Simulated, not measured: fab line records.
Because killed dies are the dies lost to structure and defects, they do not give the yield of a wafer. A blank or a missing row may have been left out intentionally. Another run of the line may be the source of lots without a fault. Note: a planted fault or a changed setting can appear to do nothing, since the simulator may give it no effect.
fab line records	flow sky130
record lots=7	wafers=18	last_day=50
route steps=708 shown FIELD_ISO@27 NWELL@32 DNWELL@35 PWDE@45 PAD_OPEN@708
lots untouched by any fault: they come from a run of this same line in which no faults occurred
start_h: the number of hours between the record's first day and the start of the first shown wafer of the lot	wait_h: how many hours have passed since the lot's step before this one	" as in the row above	L1.1+2: one row covering several wafers at once	- value missing, or start not given	* or withheld: withheld	< > ~ a bound
route shown NAME@n: a module of which the file shows steps, and the number in the route of the first	usual: mean/standard deviation taken from wafers without a fault	same: alike in all rows	chamber/n: place in a boat	sites: each site's reading	_std_site: how widely they spread, as a standard deviation	_edge_site: outer sites' mean less inner sites'	radius_mm: how far each site lies from the wafer's centre	mask NAME#n: copy n	behind: tool/chamber where the wafer was last shaped	hold: cause of the lot's hold/its duration in hours/its outcome	device: the transistor (n, p or np) that didn't switch	end of line: at the end of the route, the tests of the same wafers	a step without rows: its recipe alone	killed: count of dies lost to structure and defects at first sort (not the wafer's yield)	map: shows each die of a wafer: x if killed, . if not, _ if none is there
set.NAME: setting as actually run; set.NAME@STEP: the setting as run at that earlier step	model.NAME: the simulator's own value behind a step, which no gauge read
lots at some steps of the route; a table a step, a row a wafer
services: the hour from which a tool's chamber was out of use, counted from the record's first day as start_h (under 0 if before that day), plus the number of hours and why
## steps
# step SKY_FIELD_ISO_ANNEAL_26
# recipe temp_c=1000	time_s=1800	ambient=N2
# step SKY_FIELD_ISO_CMP_27
# recipe stop_on=Si3N4	t_overpolish_s=16	down_force_psi=4	platen_rpm=60	target_thk_nm=457.8	pad_velocity_m_s=0.94248
# usual motor_current_A=12.6/1.3	overpolish_run_s=16.000/0.0089	time_to_endpoint_s=112/3.6
lot.wafer	tool	chamber	start_h	wait_h	motor_current_A	overpolish_run_s	time_to_endpoint_s
L177.2	cmp-01	3	45.52	0.0	11.9	15.998	123
L177.1	"	1	"	"	8.7	16.013	118
L177.4	"	2	"	"	14.0	15.988	120
L182.4	cmp-02	0	69.55	0.1	12.1	15.983	108
L182.6	"	3	"	"	13.5	15.999	110
L183.3	cmp-01	1	74.94	0.0	9.0	16.014	106
L183.4	"	2	"	"	13.2	16.021	109
L185.2	cmp-01	0	88.28	0.1	14.2	16.007	107
L185.6	"	2	"	"	12.8	16.006	107
L187.3	cmp-02	3	96.86	0.1	14.2	15.986	116
L187.2	"	0	"	"	11.9	16.002	113
L187.6	"	2	"	"	13.2	16.010	114
L196.3	cmp-01	2	144.46	0.0	12.8	16.007	110
L196.2	"	3	"	"	11.7	16.017	113
L196.1	"	0	"	"	13.7	15.981	105
L198.3	cmp-01	1	152.28	0.0	9.1	15.992	113
L198.4	"	2	"	"	13.2	16.000	108
L198.6	"	2	"	"	13.0	15.988	111
# step SKY_FIELD_ISO_WET_ETCH_28
# recipe chemistry=dHF	target_depth_nm=23.7	target=SiO2	dilution=10:1	temp_c=25	time_s=47
# step SKY_FIELD_ISO_WET_ETCH_29
# recipe chemistry=H3PO4	target_depth_nm=160	target=Si3N4	temp_c=160	time_s=1825
# step SKY_FIELD_ISO_WET_ETCH_30
# recipe chemistry=dHF	target_depth_nm=25	target=SiO2	dilution=10:1	temp_c=25	time_s=50
# step SKY_NWELL_CLEAN_00
# recipe chemistry=SC1/SC2	mix=1:4:20	temp_c=70	time_s=150	dry=n2_spin
# step SKY_NWELL_OXIDATION_01
# recipe temp_c=900	ambient=O2	stabilise_s=600	purge_s=300	target_thk_a=100	ox_time_s=1418
# step SKY_NWELL_THK_MEAS_02
# recipe reads=SiO2_of_NWELL_OXIDATION_01
# usual NWELL_OXIDATION_THK=9.95/0.21
lot.wafer	tool	chamber	start_h	wait_h	NWELL_OXIDATION_THK[nm]
L177.1	film_metro-03	-	48.43	0.0	10.05
L177.2	"	-	"	"	10.08
L177.4	"	-	"	"	10.21
L182.4	film_metro-04	-	72.12	0.0	10.16
L182.6	"	-	"	"	10.35
L183.3	film_metro-04	-	77.26	0.0	10.18
L183.4	"	-	"	"	10.32
L185.2	film_metro-04	-	92.48	0.0	10.15
L185.6	"	-	"	"	10.26
L187.2	film_metro-01	-	101.54	0.0	9.78
L187.3	"	-	"	"	10.08
L187.6	"	-	"	"	9.90
L196.1	film_metro-03	-	147.03	0.0	10.18
L196.2	"	-	"	"	10.24
L196.3	"	-	"	"	10.21
L198.3	film_metro-04	-	156.64	0.0	9.88
L198.4	"	-	"	"	9.93
L198.6	"	-	"	"	10.01
# step SKY_DNWELL_DEHYDRATE_00
# recipe temp_c=200	time_s=60
# step SKY_DNWELL_HMDS_01
# recipe prime_time_s=60	prime_temp_c=120
# step SKY_DNWELL_COAT_02
# recipe spin_rpm=2000	resist_thk_nm=3000
# step SKY_DNWELL_SOFTBAKE_03
# recipe temp_c=110	time_s=withheld
# step SKY_DNWELL_EXPOSE_04
# recipe mask_id=DNM	na=0.57	target_cd_nm=3000	dose_mj=222
# usual reticle_temp_C=22.99/0.1
lot.wafer	tool	chamber	start_h	wait_h	mask	reticle_temp_C
L177.1	iline_stepper-02	0	56.34	-	DNM#0	23.03
L177.2	"	0	"	"	DNM#0	23.16
L177.4	"	0	"	"	DNM#0	23.06
L182.4	iline_stepper-02	0	80.64	-	DNM#0	22.89
L182.6	"	0	"	"	DNM#0	23.03
L183.3	iline_stepper-02	0	86.29	-	DNM#0	23.08
L183.4	"	0	"	"	DNM#0	23.05
L185.2	iline_stepper-02	0	101.45	-	DNM#0	23.04
L185.6	"	0	"	"	DNM#0	22.91
L187.2	iline_stepper-01	0	110.60	-	DNM#0	22.77
L187.3	"	0	"	"	DNM#0	22.89
L187.6	"	0	"	"	DNM#0	22.95
L196.1	iline_stepper-01	0	156.68	-	DNM#0	22.96
L196.2	"	0	"	"	DNM#0	22.90
L196.3	"	0	"	"	DNM#0	22.88
L198.3	iline_stepper-01	0	166.83	-	DNM#0	23.13
L198.4	"	0	"	"	DNM#0	22.92
L198.6	"	0	"	"	DNM#0	22.83
# step SKY_DNWELL_PEB_05
# recipe temp_c=115	time_s=withheld
# step SKY_DNWELL_DEVELOP_06
# recipe wall_angle_deg=90	developer=TMAH	develop_time_s=60	dev_temp_c=23
# step SKY_DNWELL_IMPLANT_07
# recipe species=P	energy_kev=withheld	dose_cm2=withheld	tilt_deg=withheld
# step SKY_DNWELL_STRIP_08
# recipe chemistry=O2/N2	power_w=1400	pressure_mtorr=1500	platen_temp_c=withheld	o2_flow_sccm=3000	n2_flow_sccm=300	overash_fraction=0.5
# usual chamber_pressure_mTorr=1499.8/1.4	drypump_motor_current_A=5.5/0.57	n2_flow_sccm=299.8/0.89	oes_product_au=0.723/0.0042	strip_time_to_endpoint_s=36.91/0.12
lot.wafer	tool	chamber	start_h	wait_h	chamber_pressure_mTorr	drypump_motor_current_A	n2_flow_sccm	oes_product_au	rf_hours_counter_h	strip_time_to_endpoint_s
L177.1	plasma_asher-01	0	64.85	0.1	1500.7	5.0	300.5	0.719	39	37.01
L177.2	"	1	"	"	1500.9	4.8	300.0	0.719	39	36.84
L177.4	"	1	"	"	1503.1	4.8	298.8	0.720	-	37.05
L182.4	plasma_asher-03	1	88.60	0.1	1499.4	6.4	301.0	0.726	-	36.78
L182.6	"	1	"	"	1499.0	6.4	301.7	0.714	-	36.78
L183.3	plasma_asher-01	0	95.10	0.1	1497.3	5.0	298.4	0.730	-	37.00
L183.4	"	1	"	"	1499.8	4.8	299.7	0.728	-	37.14
L185.2	plasma_asher-03	0	110.10	0.1	1500.6	5.4	300.1	0.723	43	36.86
L185.6	"	0	"	"	1502.1	5.4	299.8	0.721	-	36.82
L187.2	plasma_asher-04	1	119.75	0.1	1499.5	6.0	300.5	0.724	32	37.13
L187.3	"	1	"	"	1499.4	6.0	299.0	0.714	-	37.07
L187.6	"	0	"	"	1499.2	5.7	299.3	0.717	-	37.04
L196.1	plasma_asher-03	0	166.88	0.1	1496.7	5.4	299.4	0.725	49	36.91
L196.2	"	1	"	"	1501.8	6.4	301.1	0.720	49	37.00
L196.3	"	1	"	"	1501.2	6.3	299.7	0.723	-	37.04
L198.3	plasma_asher-03	0	178.15	0.1	1499.1	5.4	299.4	0.719	-	36.92
L198.4	"	1	"	"	1500.1	6.4	300.4	0.723	-	36.87
L198.6	"	1	"	"	1499.7	6.4	299.6	0.717	-	36.80
# step SKY_DNWELL_TW_MEAS_09
# usual DNWELL_TW=1119/9.4
lot.wafer	tool	chamber	start_h	wait_h	DNWELL_TW
L177.1	film_metro-03	-	64.95	0.1	1123
L177.2	"	-	"	"	1116
L177.4	"	-	"	"	1114
L182.4	film_metro-01	-	88.69	0.1	1129
L182.6	"	-	"	"	1128
L183.3	film_metro-04	-	95.18	0.1	1104
L183.4	"	-	"	"	1110
L185.2	film_metro-01	-	110.21	0.1	1127
L185.6	"	-	"	"	1125
L187.2	film_metro-01	-	119.86	0.1	1128
L187.3	"	-	"	"	1124
L187.6	"	-	"	"	1134
L196.1	film_metro-03	-	166.98	0.1	1126
L196.2	"	-	"	"	1130
L196.3	"	-	"	"	1118
L198.3	film_metro-04	-	178.23	0.1	1096
L198.4	"	-	"	"	1102
L198.6	"	-	"	"	1100
# step SKY_PWDE_DEHYDRATE_00
# recipe temp_c=200	time_s=60
# step SKY_PWDE_HMDS_01
# recipe prime_time_s=60	prime_temp_c=120
# step SKY_PWDE_COAT_02
# recipe spin_rpm=2000	resist_thk_nm=3000
# step SKY_PWDE_SOFTBAKE_03
# recipe temp_c=110	time_s=withheld
# step SKY_PWDE_EXPOSE_04
# recipe mask_id=PWDEM	na=0.6	source_shape=conventional	sigma_outer=0.6	polarization=unpolarized	target_cd_nm=840	dose_mj=214
# step SKY_PWDE_PEB_05
# recipe temp_c=115	time_s=withheld
# step SKY_PWDE_DEVELOP_06
# recipe wall_angle_deg=90	developer=TMAH	develop_time_s=60	dev_temp_c=23
# step SKY_PWDE_OVL_MEAS_07
# usual PWDE_OVL=-1.3/1.3
lot.wafer	tool	chamber	start_h	wait_h	PWDE_OVL[nm]
L177.1	overlay-01	-	81.73	-	-2.8
L177.2	"	-	"	"	-2.4
L177.4	"	-	"	"	-3.1
L182.4	overlay-01	-	105.58	-	-1.8
L182.6	"	-	"	"	-1.0
L183.3	overlay-01	-	112.39	-	-1.5
L183.4	"	-	"	"	-1.6
L185.2	overlay-02	-	129.67	-	1.0
L185.6	"	-	"	"	-3.5
L187.2	overlay-01	-	139.11	-	-0.2
L187.3	"	-	"	"	0.4
L187.6	"	-	"	"	1.2
L196.1	overlay-02	-	187.96	-	-2.2
L196.2	"	-	"	"	0.7
L196.3	"	-	"	"	-1.4
L198.3	overlay-02	-	198.87	-	-1.2
L198.4	"	-	"	"	-0.1
L198.6	"	-	"	"	-1.7
# step SKY_PWDE_IMPLANT_08
# recipe species=B	energy_kev=150	dose_cm2=3.6e+12	tilt_deg=withheld
# step SKY_PWDE_STRIP_09
# recipe chemistry=O2/N2	power_w=1400	pressure_mtorr=1500	platen_temp_c=withheld	o2_flow_sccm=3000	n2_flow_sccm=300	overash_fraction=0.5
# usual chamber_pressure_mTorr=1500.1/1.3	drypump_motor_current_A=5.9/0.41	n2_flow_sccm=300.1/0.92	oes_product_au=0.722/0.0044	strip_time_to_endpoint_s=36.91/0.079
lot.wafer	tool	chamber	start_h	wait_h	chamber_pressure_mTorr	drypump_motor_current_A	n2_flow_sccm	oes_product_au	rf_hours_counter_h	strip_time_to_endpoint_s
L177.1	plasma_asher-04	0	81.92	0.1	1498.5	5.6	301.8	0.723	28	36.85
L177.2	"	1	"	"	1500.7	6.0	300.4	0.725	28	36.81
L177.4	"	1	"	"	1498.8	6.0	299.3	0.722	-	36.91
L182.4	plasma_asher-02	1	105.78	0.1	1501.3	5.7	300.8	0.720	-	37.17
L182.6	"	1	"	"	1500.0	5.7	300.6	0.718	-	37.13
L183.3	plasma_asher-03	1	112.60	0.1	1499.4	6.4	301.0	0.723	-	36.88
L183.4	"	0	"	"	1500.7	5.4	300.0	0.726	-	36.82
L185.2	plasma_asher-04	0	129.85	0.1	1500.6	5.6	300.9	0.713	33	36.97
L185.6	"	1	"	"	1497.3	6.0	299.2	0.724	-	36.98
L187.2	plasma_asher-03	1	139.29	0.1	1498.4	6.4	298.4	0.718	46	36.95
L187.3	"	0	"	"	1499.3	5.4	299.3	0.716	-	36.96
L187.6	"	1	"	"	1499.4	6.4	300.7	0.720	-	36.91
L196.1	plasma_asher-02	1	188.15	0.1	1501.2	5.8	300.5	0.721	47	36.85
L196.2	"	0	"	"	1502.6	6.5	301.6	0.724	47	36.88
L196.3	"	0	"	"	1500.6	6.6	301.2	0.722	-	36.88
L198.3	plasma_asher-02	0	199.08	0.1	1499.5	6.5	301.6	0.723	-	36.90
L198.4	"	1	"	"	1503.0	5.7	300.6	0.723	-	37.00
L198.6	"	1	"	"	1496.9	5.7	300.3	0.716	-	36.93
# step SKY_PWDE_TW_MEAS_10
# usual PWDE_TW=376/3.4
lot.wafer	tool	chamber	start_h	wait_h	PWDE_TW
L177.1	film_metro-03	-	82.02	0.1	378
L177.2	"	-	"	"	377
L177.4	"	-	"	"	377
L182.4	film_metro-01	-	105.88	0.1	377
L182.6	"	-	"	"	377
L183.3	film_metro-04	-	112.69	0.1	373
L183.4	"	-	"	"	374
L185.2	film_metro-01	-	129.96	0.1	375
L185.6	"	-	"	"	377
L187.2	film_metro-03	-	139.40	0.1	378
L187.3	"	-	"	"	376
L187.6	"	-	"	"	378
L196.1	film_metro-01	-	188.25	0.1	378
L196.2	"	-	"	"	380
L196.3	"	-	"	"	379
L198.3	film_metro-04	-	199.17	0.1	370
L198.4	"	-	"	"	372
L198.6	"	-	"	"	372
# step SKY_NWELL_DEHYDRATE_03
# recipe temp_c=200	time_s=60
# step SKY_NWELL_HMDS_04
# recipe prime_time_s=60	prime_temp_c=120
# step SKY_NWELL_COAT_05
# recipe spin_rpm=2000	resist_thk_nm=3000
# step SKY_NWELL_SOFTBAKE_06
# recipe temp_c=110	time_s=withheld
# step SKY_NWELL_EXPOSE_07
# recipe mask_id=NWM	na=0.6	source_shape=conventional	sigma_outer=0.6	polarization=unpolarized	target_cd_nm=840	dose_mj=255
# step SKY_NWELL_PEB_08
# recipe temp_c=115	time_s=withheld
# step SKY_NWELL_DEVELOP_09
# recipe wall_angle_deg=90	developer=TMAH	develop_time_s=60	dev_temp_c=23
# step SKY_NWELL_OVL_MEAS_10
# usual NWELL_00_OVL=0.5/1.3
lot.wafer	tool	chamber	start_h	wait_h	NWELL_00_OVL[nm]
L177.1	overlay-01	-	99.30	-	-0.1
L177.2	"	-	"	"	1.9
L177.4	"	-	"	"	1.3
L182.4	overlay-01	-	123.87	-	-0.9
L182.6	"	-	"	"	1.0
L183.3	overlay-02	-	131.96	-	-0.6
L183.4	"	-	"	"	3.1
L185.2	overlay-01	-	149.80	-	-0.2
L185.6	"	-	"	"	-1.7
L187.2	overlay-01	-	159.05	-	0.8
L187.3	"	-	"	"	4.0
L187.6	"	-	"	"	2.6
L196.1	overlay-01	-	209.73	-	1.5
L196.2	"	-	"	"	2.8
L196.3	"	-	"	"	-0.3
L198.3	overlay-01	-	220.71	-	0.3
L198.4	"	-	"	"	-0.9
L198.6	"	-	"	"	-1.3
# step SKY_NWELL_IMPLANT_11
# recipe species=P	energy_kev=400	dose_cm2=1.9e+13	tilt_deg=withheld
# step SKY_NWELL_IMPLANT_12
# recipe species=P	energy_kev=120	dose_cm2=1.3e+12	tilt_deg=withheld
# step SKY_NWELL_IMPLANT_13
# recipe species=P	energy_kev=50	dose_cm2=7e+11	tilt_deg=withheld
# step SKY_NWELL_STRIP_14
# recipe chemistry=O2/N2	power_w=1400	pressure_mtorr=1500	platen_temp_c=withheld	o2_flow_sccm=3000	n2_flow_sccm=300	overash_fraction=0.5
# usual chamber_pressure_mTorr=1499.9/1.4	drypump_motor_current_A=5.6/0.62	n2_flow_sccm=300.0/0.97	oes_product_au=0.723/0.0048	strip_time_to_endpoint_s=36.94/0.095
lot.wafer	tool	chamber	start_h	wait_h	chamber_pressure_mTorr	drypump_motor_current_A	n2_flow_sccm	oes_product_au	rf_hours_counter_h	strip_time_to_endpoint_s
L177.1	plasma_asher-01	0	99.79	0.1	1498.0	4.9	299.1	0.718	43	36.89
L177.2	"	1	"	"	1500.0	4.8	300.0	0.721	43	36.93
L177.4	"	0	"	"	1496.9	5.0	301.2	0.725	-	36.91
L182.4	plasma_asher-02	0	124.37	0.1	1497.3	6.5	300.7	0.728	-	36.90
L182.6	"	0	"	"	1501.0	6.6	300.9	0.719	-	36.94
L183.3	plasma_asher-01	1	132.47	0.1	1500.7	4.8	299.1	0.726	-	36.95
L183.4	"	0	"	"	1502.0	5.0	298.8	0.716	-	37.02
L185.2	plasma_asher-01	1	150.28	0.1	1500.8	4.8	299.9	0.722	3	36.97
L185.6	"	1	"	"	1500.7	4.8	299.8	0.719	-	36.98
L187.2	plasma_asher-02	0	159.53	0.1	1500.4	6.5	301.5	0.724	44	36.89
L187.3	"	0	"	"	1498.4	6.6	300.7	0.730	-	36.83
L187.6	"	1	"	"	1497.1	5.8	298.7	0.716	-	36.86
L196.1	plasma_asher-01	0	210.22	0.1	1498.3	5.0	300.4	0.717	9	36.93
L196.2	"	1	"	"	1500.8	4.8	299.7	0.723	9	36.81
L196.3	"	0	"	"	1500.5	5.0	299.5	0.722	-	36.81
L198.3	plasma_asher-02	0	221.21	0.1	1500.5	6.6	300.8	0.724	-	36.95
L198.4	"	1	"	"	1501.8	5.8	300.9	0.719	-	37.02
L198.6	"	1	"	"	1498.9	5.7	300.4	0.727	-	36.95
# step SKY_NWELL_TW_MEAS_15
# usual NWELL_TW=1820/19
lot.wafer	tool	chamber	start_h	wait_h	NWELL_TW
L177.1	film_metro-01	-	99.89	0.1	1829
L177.2	"	-	"	"	1836
L177.4	"	-	"	"	1836
L182.4	film_metro-04	-	124.47	0.1	1816
L182.6	"	-	"	"	1813
L183.3	film_metro-04	-	132.55	0.1	1810
L183.4	"	-	"	"	1807
L185.2	film_metro-04	-	150.39	0.1	1785
L185.6	"	-	"	"	1794
L187.2	film_metro-04	-	159.64	0.1	1787
L187.3	"	-	"	"	1793
L187.6	"	-	"	"	1794
L196.1	film_metro-01	-	210.32	0.1	1833
L196.2	"	-	"	"	1834
L196.3	"	-	"	"	1830
L198.3	film_metro-04	-	221.30	0.1	1803
L198.4	"	-	"	"	1805
L198.6	"	-	"	"	1795
# step SKY_PAD_OPEN_PROBE_99
# usual killed_at_M0_to_M3=43/7.7	killed_at_M4_up=3.1/1.7	killed_at_contacts=23/4.8	killed_at_front_end=15/4.5	killed_at_other=0.3/0.58	killed_dies=85/10	killed_open=46/7.5	killed_short=38/6.5
# same gross_dies=492	killed_at_back_side=0
lot.wafer	tool	chamber	start_h	wait_h	killed_at_M0_to_M3	killed_at_M4_up	killed_at_contacts	killed_at_front_end	killed_at_other	killed_dies	killed_open	killed_short	model.etest.res_deep_nwell.width_nm
L177.1	prober-01	-	1087.69	0.1	42	5	21	10	0	78	47	31	3000
L177.2	prober-01	-	1087.74	0.1	42	0	26	18	0	86	46	40	3002
L177.4	prober-01	-	1087.84	0.2	44	4	29	12	0	89	52	36	2983
L182.4	prober-02	-	1116.84	0.2	47	5	26	10	0	88	49	38	3037
L182.6	prober-02	-	1116.94	0.2	35	1	25	15	0	76	39	35	3038
L183.3	prober-01	-	1129.28	0.2	50	2	15	16	0	83	45	38	2984
L183.4	prober-01	-	1129.33	0.2	47	3	21	10	1	82	39	43	3034
L185.2	prober-01	-	1140.53	0.1	38	1	27	14	0	80	42	38	3007
L185.6	prober-01	-	1140.73	0.2	47	3	29	15	0	94	57	37	3050
L187.2	prober-02	-	1152.47	0.1	48	0	22	17	1	88	53	35	2989
L187.3	prober-02	-	1152.52	0.2	40	4	29	21	0	94	54	40	2988
L187.6	prober-02	-	1152.67	0.2	42	3	23	17	1	86	51	33	2990
L196.1	prober-01	-	1191.35	0.1	31	2	17	16	0	66	30	36	2989
L196.3	prober-01	-	1191.45	0.2	37	2	19	16	0	74	36	38	2995
L198.3	prober-01	-	1199.30	0.2	39	2	22	11	0	74	32	38	2987
L198.4	prober-01	-	1199.35	0.2	34	3	28	15	1	81	47	31	2997
L198.6	prober-01	-	1199.45	0.2	42	1	27	20	0	90	54	34	2988
# killed by level:class
L177.1 VIA1:geometric_particle:open=11 LI_CONTACT:geometric_particle:open=7 CONTACT:geometric_particle:open=6 METAL2:geometric_particle:short=5 VIA3:geometric_particle:open=5 VIA2:geometric_particle:open=5 VIA1:geometric_particle:short=4 FIELD_ISO:geometric_particle:short=3
L177.2 CONTACT:geometric_particle:open=11 VIA1:geometric_particle:open=10 VIA1:geometric_particle:short=7 METAL2:geometric_particle:short=6 VIA3:geometric_particle:open=6 POLY_GATE:geometric_particle:open=5 LI_CONTACT:geometric_particle:open=5 CONTACT:geometric_particle:short=5
L177.4 CONTACT:geometric_particle:open=13 VIA1:geometric_particle:open=9 VIA2:geometric_particle:open=9 LI_CONTACT:geometric_particle:open=5 CONTACT:geometric_particle:short=5 METAL1:geometric_particle:short=5 VIA1:geometric_particle:short=5 VIA3:geometric_particle:short=5
L182.4 CONTACT:geometric_particle:open=13 VIA1:geometric_particle:open=12 METAL2:geometric_particle:short=8 VIA3:geometric_particle:open=6 VIA2:geometric_particle:open=5 CONTACT:geometric_particle:short=4 LOCAL_INTERCONNECT:geometric_particle:short=4 VIA2:geometric_particle:short=4
L182.6 LI_CONTACT:geometric_particle:open=10 VIA1:geometric_particle:open=8 CONTACT:geometric_particle:open=7 METAL2:geometric_particle:short=6 CONTACT:geometric_particle:short=5 METAL1:geometric_particle:short=5 VIA3:geometric_particle:short=5 FIELD_ISO:geometric_particle:short=4
L183.3 VIA2:geometric_particle:open=10 VIA1:geometric_particle:open=9 FIELD_ISO:geometric_particle:open=6 METAL1:geometric_particle:short=6 METAL2:geometric_particle:short=6 LI_CONTACT:geometric_particle:open=5 VIA3:geometric_particle:open=5 LI_CONTACT:geometric_particle:short=4
L183.4 VIA1:geometric_particle:open=11 VIA1:geometric_particle:short=9 LI_CONTACT:geometric_particle:open=7 VIA3:geometric_particle:open=7 CONTACT:geometric_particle:open=5 METAL2:geometric_particle:short=5 VIA3:geometric_particle:short=5 FIELD_ISO:geometric_particle:short=4
L185.2 CONTACT:geometric_particle:open=11 LI_CONTACT:geometric_particle:open=9 METAL1:geometric_particle:short=6 POLY_GATE:geometric_particle:open=5 VIA1:geometric_particle:open=5 VIA2:geometric_particle:open=5 POLY_GATE:geometric_particle:short=4 VIA1:geometric_particle:short=4
L185.6 VIA1:geometric_particle:open=14 CONTACT:geometric_particle:open=13 VIA2:geometric_particle:open=9 LI_CONTACT:geometric_particle:short=6 LI_CONTACT:geometric_particle:open=6 METAL2:geometric_particle:short=6 POLY_GATE:geometric_particle:open=4 VIA1:geometric_particle:short=4
L187.2 VIA1:geometric_particle:open=14 CONTACT:geometric_particle:open=8 VIA3:geometric_particle:open=7 METAL2:geometric_particle:short=6 POLY_GATE:geometric_particle:short=5 CONTACT:geometric_particle:short=5 VIA1:geometric_particle:short=5 VIA2:geometric_particle:open=5
L187.3 LI_CONTACT:geometric_particle:open=11 CONTACT:geometric_particle:open=10 VIA3:geometric_particle:open=7 METAL1:geometric_particle:short=6 POLY_GATE:geometric_particle:short=6 VIA1:geometric_particle:open=6 FIELD_ISO:geometric_particle:open=5 POLY_GATE:geometric_particle:open=5
L187.6 VIA1:geometric_particle:open=12 LI_CONTACT:geometric_particle:open=8 VIA3:geometric_particle:open=8 VIA2:geometric_particle:open=7 POLY_GATE:geometric_particle:open=6 CONTACT:geometric_particle:open=6 LI_CONTACT:geometric_particle:short=4 CONTACT:geometric_particle:short=4
L196.1 VIA1:geometric_particle:open=7 LI_CONTACT:geometric_particle:open=6 METAL2:geometric_particle:short=6 METAL1:geometric_particle:short=5 VIA3:geometric_particle:short=5 CONTACT:geometric_particle:open=5 VIA3:geometric_particle:open=4 FIELD_ISO:geometric_particle:short=3
L196.3 CONTACT:geometric_particle:open=6 METAL2:geometric_particle:short=6 FIELD_ISO:geometric_particle:short=5 LI_CONTACT:geometric_particle:open=5 VIA2:geometric_particle:open=5 VIA3:geometric_particle:open=5 FIELD_ISO:geometric_particle:open=4 CONTACT:geometric_particle:short=4
L198.3 VIA1:geometric_particle:open=10 METAL1:geometric_particle:short=8 LI_CONTACT:geometric_particle:open=6 METAL3:geometric_particle:short=5 CONTACT:geometric_particle:open=5 LOCAL_INTERCONNECT:geometric_particle:short=4 FIELD_ISO:geometric_particle:short=3 CONTACT:geometric_particle:short=3
L198.4 VIA1:geometric_particle:open=11 LI_CONTACT:geometric_particle:open=10 CONTACT:geometric_particle:open=9 METAL1:geometric_particle:short=6 LOCAL_INTERCONNECT:geometric_particle:short=5 FIELD_ISO:geometric_particle:open=4 FIELD_ISO:geometric_particle:short=3 VIA3:geometric_particle:short=3
L198.6 CONTACT:geometric_particle:open=11 VIA1:geometric_particle:open=10 FIELD_ISO:geometric_particle:open=8 LOCAL_INTERCONNECT:geometric_particle:short=6 METAL1:geometric_particle:short=6 VIA2:geometric_particle:open=6 FIELD_ISO:geometric_particle:short=5 CONTACT:geometric_particle:short=5
## services
tool	chamber	start_h	hours	kind
iline_stepper-01	-	40.47	4.4	pm
cmp-01	-	48.02	1.1	repair
cmp-01	-	64.19	4.0	pm
cmp-01	-	68.19	-	consumable_replace:conditioner
cmp-01	-	68.19	-	consumable_replace:pad
cmp-01	-	76.44	6.2	repair
iline_stepper-01	-	84.95	1.7	pm
iline_stepper-01	-	96.02	7.9	repair
cmp-01	-	99.05	4.1	pm
plasma_asher-01	-	108.75	9.0	pm
plasma_asher-01	0	108.75	9.0	vent_cycle
plasma_asher-01	1	108.75	9.0	vent_cycle
plasma_asher-01	0	117.75	-	clean
plasma_asher-01	1	117.75	-	clean
cmp-02	-	146.18	5.5	pm
iline_stepper-02	-	152.57	2.1	pm
plasma_asher-03	-	174.84	2.8	pm
iline_stepper-02	-	185.54	1.7	pm
plasma_asher-04	-	187.54	1.2	repair
plasma_asher-04	-	192.15	0.5	repair
cmp-01	-	195.84	2.5	repair
plasma_asher-03	-	196.30	2.4	repair
cmp-02	-	209.31	6.4	pm
plasma_asher-03	-	216.34	0.4	repair
## key
first_sign none at tools or gauges
model_effect step=SKY_PAD_OPEN_PROBE_99	value=etest.res_deep_nwell.width_nm	without=2986	struck=3040
met_at SKY_DNWELL_EXPOSE_04
struck_wafers L182.4,L182.6,L183.4,L185.6
tester_left_out L182,L183,L185
onset_between 56.34 80.64
fault kind=process_parameter_drift	tool=iline_stepper-02	chamber=-	onset_h=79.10	steps=SKY_DNWELL_EXPOSE_04	channel=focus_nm	offset=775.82	shape=step	end_h=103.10	scope=struck_wafers_only
# tester_left_out: of these lots the tester's yield and bins aren't shown, on N5 and GAA mostly nor the transistor test; their killed dies are dies lost to structure and defects alone, not to doping, threshold or leakage, so they don't give the yield
